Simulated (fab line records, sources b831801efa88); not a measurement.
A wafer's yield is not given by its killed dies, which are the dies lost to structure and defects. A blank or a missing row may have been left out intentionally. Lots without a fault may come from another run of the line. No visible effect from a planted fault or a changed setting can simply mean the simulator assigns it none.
Which of the tools did it? / flow gf180mcu / 18 wafers from 6 lots sampled at 4 of the route's 602 steps

## WHAT EACH GAUGE READ, for each wafer
GF_M2_RS_MEAS_05: a four-point-probe measurement.
lot=L734; measured=day 19 14:50; on=film metro-04; M2_ALCU_RS (ohm/sq)=0.0698 0.0705 0.0701
lot=L736; measured=day 20 12:29; on=film metro-02; M2_ALCU_RS (ohm/sq)=0.0696 0.0702 0.0705
lot=L738; measured=day 21 06:47; on=film metro-03; M2_ALCU_RS (ohm/sq)=0.0711 0.0713 0.0710
lot=L740; measured=day 21 23:33; on=film metro-03; M2_ALCU_RS (ohm/sq)=0.0704 0.0712 0.0714
lot=L750; measured=day 25 10:27; on=film metro-03; M2_ALCU_RS (ohm/sq)=0.0708 0.0699 0.0703
lot=L752; measured=day 26 03:07; on=film metro-04; M2_ALCU_RS (ohm/sq)=0.0691 0.0684 0.0696

## WHAT TOOL EACH LOT RAN ON (gives the tool, then ch and the chambers of the sampled wafers, and finally the start)
lot=L734; GF_V1_STRIP_18=plasma asher-03 ch 0,1, day 19 13:23; GF_V1_SPUTTER_22=pvd sputter-03, day 19 13:59; GF_M2_SPUTTER_04=pvd sputter-01, day 19 14:47
lot=L736; GF_V1_STRIP_18=plasma asher-02 ch 0,1, day 20 10:54; GF_V1_SPUTTER_22=pvd sputter-02, day 20 11:32; GF_M2_SPUTTER_04=pvd sputter-04, day 20 12:21
lot=L738; GF_V1_STRIP_18=plasma asher-03 ch 0,1, day 21 05:20; GF_V1_SPUTTER_22=pvd sputter-03, day 21 05:56; GF_M2_SPUTTER_04=pvd sputter-04, day 21 06:44
lot=L740; GF_V1_STRIP_18=plasma asher-01 ch 0,1, day 21 22:06; GF_V1_SPUTTER_22=pvd sputter-02, day 21 22:42; GF_M2_SPUTTER_04=pvd sputter-04, day 21 23:31
lot=L750; GF_V1_STRIP_18=plasma asher-03 ch 0,1, day 25 08:57; GF_V1_SPUTTER_22=pvd sputter-01, day 25 09:35; GF_M2_SPUTTER_04=pvd sputter-04, day 25 10:23
lot=L752; GF_V1_STRIP_18=plasma asher-03 ch 0,1, day 26 01:35; GF_V1_SPUTTER_22=pvd sputter-02, day 26 02:15; GF_M2_SPUTTER_04=pvd sputter-03, day 26 03:04
- GF_V1_STRIP_18: strips in O2/N2.
- GF_V1_SPUTTER_22: material TiN, target thk 10 nm, time 40 s.
- GF_M2_SPUTTER_04: material TiN, target thk 50 nm, time 41.7 s.

## THE ANSWER, worked out from the rows above alone
Rule: the usual values come from the lots themselves. The widest of any qualifying gaps counts: lots, ordered by their means at a reading, are off when they make up no more than a third of the lots, leave a main group of 4 or more, and stand apart from it by 3 or more times the standard deviation of that group's means. Not used: any main group whose means are identical at the precision the tables above print for the reading. Also off: a lot with no number at a reading for which 4 or more lots have one. Any other lot the step has rows for is counted as sound.
Nothing can be told from this: no lot is off at any reading shown.

## WHAT WAS PUT IN BY THE SIMULATOR
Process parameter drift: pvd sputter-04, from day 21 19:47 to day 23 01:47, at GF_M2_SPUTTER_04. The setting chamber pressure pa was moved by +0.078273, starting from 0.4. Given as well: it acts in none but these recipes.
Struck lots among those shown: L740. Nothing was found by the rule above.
